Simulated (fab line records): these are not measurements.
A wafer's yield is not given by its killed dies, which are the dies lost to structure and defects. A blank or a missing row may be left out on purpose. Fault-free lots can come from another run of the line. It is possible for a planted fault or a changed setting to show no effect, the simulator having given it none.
Which tool did it? + flow sky130 + 24 lots, 72 wafers sampled, at 6 steps of a route of 708

== WHAT THE GAUGES READ, wafer by wafer ==
SKY_POLY_CUT_CD_MEAS_08: target cd 270 nm.
| lot  | measured     | on        | cd_nm (nm)        |
|------|--------------|-----------|-------------------|
| L074 | day 24 02:44 | cd_sem-01 | 272.8 270.5 273.3 |
| L075 | day 24 09:01 | cd_sem-01 | 271.1 270.2 271.3 |
| L076 | day 25 00:44 | cd_sem-01 | 270.9 268.9 271.5 |
| L077 | day 25 05:28 | cd_sem-01 | 270.7 271.1 269.9 |
| L078 | day 26 05:26 | cd_sem-01 | 268.2 268.0 268.3 |
| L079 | day 26 07:16 | cd_sem-02 | 269.9 269.9 270.4 |
| L080 | day 26 11:58 | cd_sem-01 | 271.1 269.7 270.1 |
| L081 | day 26 18:39 | cd_sem-01 | 268.6 267.3 266.6 |
| L082 | day 27 09:15 | cd_sem-02 | 269.8 269.2 269.9 |
| L083 | day 27 22:05 | cd_sem-02 | 268.3 267.2 267.8 |
| L085 | day 28 06:04 | cd_sem-02 | 268.9 269.1 269.3 |
| L084 | day 28 06:11 | cd_sem-02 | 271.3 270.2 269.4 |
| L086 | day 28 09:47 | cd_sem-02 | 271.5 270.8 269.4 |
| L087 | day 29 00:43 | cd_sem-01 | 268.4 269.3 269.0 |
| L088 | day 29 08:42 | cd_sem-01 | 271.7 273.1 272.1 |
| L089 | day 29 18:56 | cd_sem-02 | 268.5 269.9 269.8 |
| L090 | day 30 00:11 | cd_sem-02 | 268.8 269.9 266.8 |
| L091 | day 30 07:41 | cd_sem-02 | 269.3 269.5 269.0 |
| L092 | day 30 15:09 | cd_sem-02 | 273.9 273.1 271.5 |
| L093 | day 30 16:27 | cd_sem-01 | 270.3 270.4 270.1 |
| L094 | day 30 20:24 | cd_sem-02 | 271.7 272.1 270.2 |
| L095 | day 31 03:01 | cd_sem-02 | 268.3 269.5 269.1 |
| L096 | day 31 16:48 | cd_sem-02 | 268.5 269.9 270.1 |
| L097 | day 32 08:40 | cd_sem-02 | 267.6 268.9 267.8 |

SKY_SD_P_OVL_MEAS_08.
| lot  | measured     | on         | SD_P_OVL (nm)  |
|------|--------------|------------|----------------|
| L074 | day 25 08:10 | overlay-01 | 1.7 1.3 0.4    |
| L075 | day 25 13:17 | overlay-02 | -0.9 0.3 -0.2  |
| L076 | day 26 06:26 | overlay-02 | 0.7 -0.5 -0.9  |
| L077 | day 26 10:57 | overlay-02 | -1.2 -1.5 -2.2 |
| L078 | day 27 10:44 | overlay-02 | 0.8 1.1 2.0    |
| L079 | day 27 12:20 | overlay-01 | -0.8 0.2 -0.3  |
| L080 | day 27 16:16 | overlay-02 | -1.3 -1.1 1.9  |
| L081 | day 27 23:29 | overlay-02 | 2.1 2.3 2.2    |
| L082 | day 28 14:05 | overlay-02 | -0.5 -1.3 -2.0 |
| L083 | day 29 02:50 | overlay-01 | -0.4 2.0 -0.6  |
| L085 | day 29 10:49 | overlay-01 | -0.5 -1.4 0.7  |
| L084 | day 29 10:49 | overlay-02 | 0.3 0.8 0.0    |
| L086 | day 29 14:43 | overlay-01 | -1.7 -0.6 -0.5 |
| L087 | day 30 04:46 | overlay-02 | -1.7 -0.4 -1.8 |
| L088 | day 30 13:10 | overlay-01 | -1.1 -2.7 -3.3 |
| L089 | day 30 23:14 | overlay-01 | 2.6 2.2 1.8    |
| L090 | day 31 04:49 | overlay-02 | 1.3 2.5 1.3    |
| L091 | day 31 11:13 | overlay-01 | 1.1 -0.4 -0.9  |
| L092 | day 31 18:26 | overlay-02 | 0.5 1.5 -1.0   |
| L093 | day 31 20:38 | overlay-02 | -0.8 0.9 -1.2  |
| L094 | day 32 00:04 | overlay-02 | 0.6 -1.1 0.6   |
| L095 | day 32 06:58 | overlay-01 | -1.8 -2.4 -0.5 |
| L096 | day 32 20:23 | overlay-02 | -1.0 0.3 -0.3  |
| L097 | day 33 12:07 | overlay-02 | -0.1 0.5 1.6   |

SKY_LI_CONTACT_OVL_MEAS_13.
| lot  | measured     | on         | LI_CONTACT_OVL (nm) |
|------|--------------|------------|---------------------|
| L074 | day 29 00:31 | overlay-01 | 5 3 -4              |
| L075 | day 29 05:11 | overlay-01 | -2 -4 -6            |
| L076 | day 29 22:35 | overlay-02 | 5 4 -3              |
| L077 | day 30 01:55 | overlay-02 | -6 -9 -6            |
| L078 | day 31 00:34 | overlay-01 | -4 -5 -3            |
| L079 | day 31 03:28 | overlay-02 | -8 -2 1             |
| L080 | day 31 06:57 | overlay-02 | -2 -3 -7            |
| L081 | day 31 13:09 | overlay-01 | 2 6 3               |
| L082 | day 32 04:16 | overlay-02 | 6 5 4               |
| L083 | day 32 15:01 | overlay-02 | 3 -4 -2             |
| L085 | day 32 23:11 | overlay-01 | 0 5 3               |
| L084 | day 33 00:58 | overlay-02 | 1 2 10              |
| L086 | day 33 01:52 | overlay-01 | 1 -3 -9             |
| L087 | day 33 16:59 | overlay-01 | -1 1 2              |
| L088 | day 34 00:40 | overlay-02 | 1 -4 1              |
| L089 | day 34 10:31 | overlay-02 | -3 -1 7             |
| L090 | day 34 16:05 | overlay-02 | 4 -1 -1             |
| L091 | day 34 21:49 | overlay-02 | -5 0 -9             |
| L092 | day 35 04:40 | overlay-01 | -3 -10 -18          |
| L093 | day 35 07:20 | overlay-01 | -2 -3 -4            |
| L094 | day 35 09:44 | overlay-02 | -6 -6 2             |
| L095 | day 35 16:47 | overlay-02 | 1 3 1               |
| L096 | day 36 04:31 | overlay-01 | -1 5 -5             |
| L097 | day 36 21:26 | overlay-02 | -1 2 -4             |

SKY_LOCAL_INTERCONNECT_OVL_MEAS_12.
| lot  | measured     | on         | LOCAL_INTERCONNECT_OVL (nm) |
|------|--------------|------------|-----------------------------|
| L074 | day 30 06:04 | overlay-01 | -7 -1 -2                    |
| L075 | day 30 10:23 | overlay-01 | 11 1 10                     |
| L076 | day 31 04:31 | overlay-01 | 2 7 4                       |
| L077 | day 31 07:05 | overlay-01 | 3 -3 5                      |
| L078 | day 32 05:16 | overlay-02 | 2 7 -3                      |
| L079 | day 32 07:59 | overlay-02 | 0 3 -1                      |
| L080 | day 32 12:07 | overlay-01 | -8 -7 -7                    |
| L081 | day 32 17:36 | overlay-02 | 0 6 -1                      |
| L082 | day 33 08:29 | overlay-02 | -3 -1 1                     |
| L083 | day 33 18:58 | overlay-01 | 3 -3 4                      |
| L085 | day 34 03:08 | overlay-02 | 0 -3 -3                     |
| L084 | day 34 04:59 | overlay-02 | 2 -1 -6                     |
| L086 | day 34 05:41 | overlay-01 | 11 10 -1                    |
| L087 | day 34 21:44 | overlay-01 | 4 7 5                       |
| L088 | day 35 05:25 | overlay-01 | -3 1 4                      |
| L089 | day 35 14:00 | overlay-01 | 5 3 6                       |
| L090 | day 35 19:49 | overlay-01 | -7 0 -7                     |
| L091 | day 36 02:06 | overlay-02 | -5 -6 -14                   |
| L092 | day 36 08:01 | overlay-02 | 2 2 -4                      |
| L093 | day 36 10:56 | overlay-02 | -11 -6 -11                  |
| L094 | day 36 13:35 | overlay-02 | -8 -10 -2                   |
| L095 | day 36 20:07 | overlay-01 | 2 7 0                       |
| L096 | day 37 09:04 | overlay-01 | 5 -3 -2                     |
| L097 | day 38 01:13 | overlay-02 | 8 6 8                       |

SKY_CONTACT_THK_MEAS_01.
| lot  | measured     | on            | CONTACT_CVD_00_THK (nm) |
|------|--------------|---------------|-------------------------|
| L074 | day 30 06:50 | film_metro-01 | 73.5 73.3 74.5          |
| L075 | day 30 11:16 | film_metro-04 | 76.4 75.7 76.8          |
| L076 | day 31 05:22 | film_metro-01 | 74.4 74.9 75.2          |
| L077 | day 31 07:53 | film_metro-04 | 72.8 75.3 75.0          |
| L078 | day 32 06:05 | film_metro-04 | 76.1 74.3 76.3          |
| L079 | day 32 08:53 | film_metro-02 | 75.8 75.1 76.5          |
| L080 | day 32 12:54 | film_metro-01 | 73.2 73.2 74.4          |
| L081 | day 32 18:23 | film_metro-02 | 75.1 75.2 77.2          |
| L082 | day 33 09:23 | film_metro-01 | 74.3 75.4 75.5          |
| L083 | day 33 19:50 | film_metro-01 | 73.2 73.4 74.1          |
| L085 | day 34 04:00 | film_metro-01 | 74.5 75.0 75.6          |
| L084 | day 34 05:55 | film_metro-01 | 73.8 74.7 74.8          |
| L086 | day 34 06:31 | film_metro-02 | 75.7 75.9 75.7          |
| L087 | day 34 22:31 | film_metro-04 | 74.3 74.0 75.3          |
| L088 | day 35 06:13 | film_metro-02 | 74.7 74.7 74.5          |
| L089 | day 35 14:47 | film_metro-04 | 74.8 74.6 76.0          |
| L090 | day 35 20:37 | film_metro-04 | 73.2 73.5 74.1          |
| L091 | day 36 02:55 | film_metro-04 | 73.7 74.6 75.9          |
| L092 | day 36 08:50 | film_metro-02 | 72.6 74.0 74.0          |
| L093 | day 36 11:44 | film_metro-02 | 73.9 75.7 75.6          |
| L094 | day 36 14:23 | film_metro-01 | 73.9 74.1 74.3          |
| L095 | day 36 20:55 | film_metro-02 | 74.6 76.4 75.6          |
| L096 | day 37 09:51 | film_metro-04 | 74.4 74.9 75.7          |
| L097 | day 38 01:59 | film_metro-01 | 74.4 74.8 74.4          |

SKY_METAL1_CD_MEAS_15: target cd 140 nm.
| lot  | measured     | on        | cd_nm (nm)        |
|------|--------------|-----------|-------------------|
| L074 | day 32 15:59 | cd_sem-01 | 139.6 139.3 141.0 |
| L075 | day 32 19:25 | cd_sem-01 | 142.6 142.5 142.8 |
| L076 | day 33 14:20 | cd_sem-02 | 142.2 140.3 140.2 |
| L077 | day 33 15:43 | cd_sem-01 | 137.9 138.6 137.9 |
| L078 | day 34 14:03 | cd_sem-01 | 140.3 139.6 140.8 |
| L079 | day 34 16:55 | cd_sem-02 | 138.8 138.3 139.4 |
| L080 | day 34 20:47 | cd_sem-02 | 138.3 139.4 139.7 |
| L081 | day 35 02:29 | cd_sem-01 | 139.4 140.0 140.1 |
| L082 | day 35 15:45 | cd_sem-02 | 141.5 140.6 142.2 |
| L083 | day 36 03:49 | cd_sem-01 | 138.9 139.3 137.3 |
| L085 | day 36 11:07 | cd_sem-01 | 139.8 139.4 138.8 |
| L084 | day 36 12:11 | cd_sem-02 | 139.9 140.9 140.6 |
| L086 | day 36 13:08 | cd_sem-01 | 139.6 139.1 139.4 |
| L087 | day 37 05:46 | cd_sem-02 | 140.5 139.9 139.4 |
| L088 | day 37 13:26 | cd_sem-01 | 138.1 138.8 138.2 |
| L089 | day 37 20:29 | cd_sem-02 | 141.7 140.7 142.1 |
| L090 | day 38 02:56 | cd_sem-02 | 140.4 141.1 141.9 |
| L091 | day 38 09:41 | cd_sem-01 | 141.0 139.8 140.1 |
| L092 | day 38 15:01 | cd_sem-01 | 142.4 140.7 142.0 |
| L093 | day 38 17:59 | cd_sem-02 | 143.1 142.0 142.6 |
| L094 | day 38 20:43 | cd_sem-01 | 139.0 139.6 137.8 |
| L095 | day 39 02:37 | cd_sem-02 | 139.2 137.9 138.1 |
| L096 | day 39 14:41 | cd_sem-01 | 138.3 139.2 138.9 |
| L097 | day 40 05:11 | cd_sem-02 | 141.5 139.8 140.1 |

== WHICH TOOL RAN EACH LOT (tool, then ch and the chambers of the sampled wafers, then the start) ==
Record: no process step prior to these readings.

== WHAT THE TOOLS THEMSELVES READ (means of the sampled wafers that have a number; where no wafer has one, the mark that the record gives instead) ==
The record holds no such reading with a usual standard deviation.

== THE ANSWER, worked out from the rows above alone ==
Rule: usual is defined by the lots themselves. The widest of any qualifying gaps counts: lots, ordered by their means at a reading, are off when they make up no more than a third of the lots, leave a main group of 4 or more, and stand apart from it by 3 or more times the standard deviation of that group's means. A main group whose means are all the same, to the digits that the tables above print for the reading, isn't used. A lot without any number at a reading at which 4 lots or more have one is off too. Any other lot the step has rows for is counted as sound. First the gauges in route order, then the tools' own readings, where a lot's mean is used as printed above. The first step at which some lot is off is used, and at that step the reading that is off furthest; a lot without a number counts as furthest.
None of the lots is off at any reading shown; this tells nothing.

== WHAT THE SIMULATOR HAD INSERTED ==
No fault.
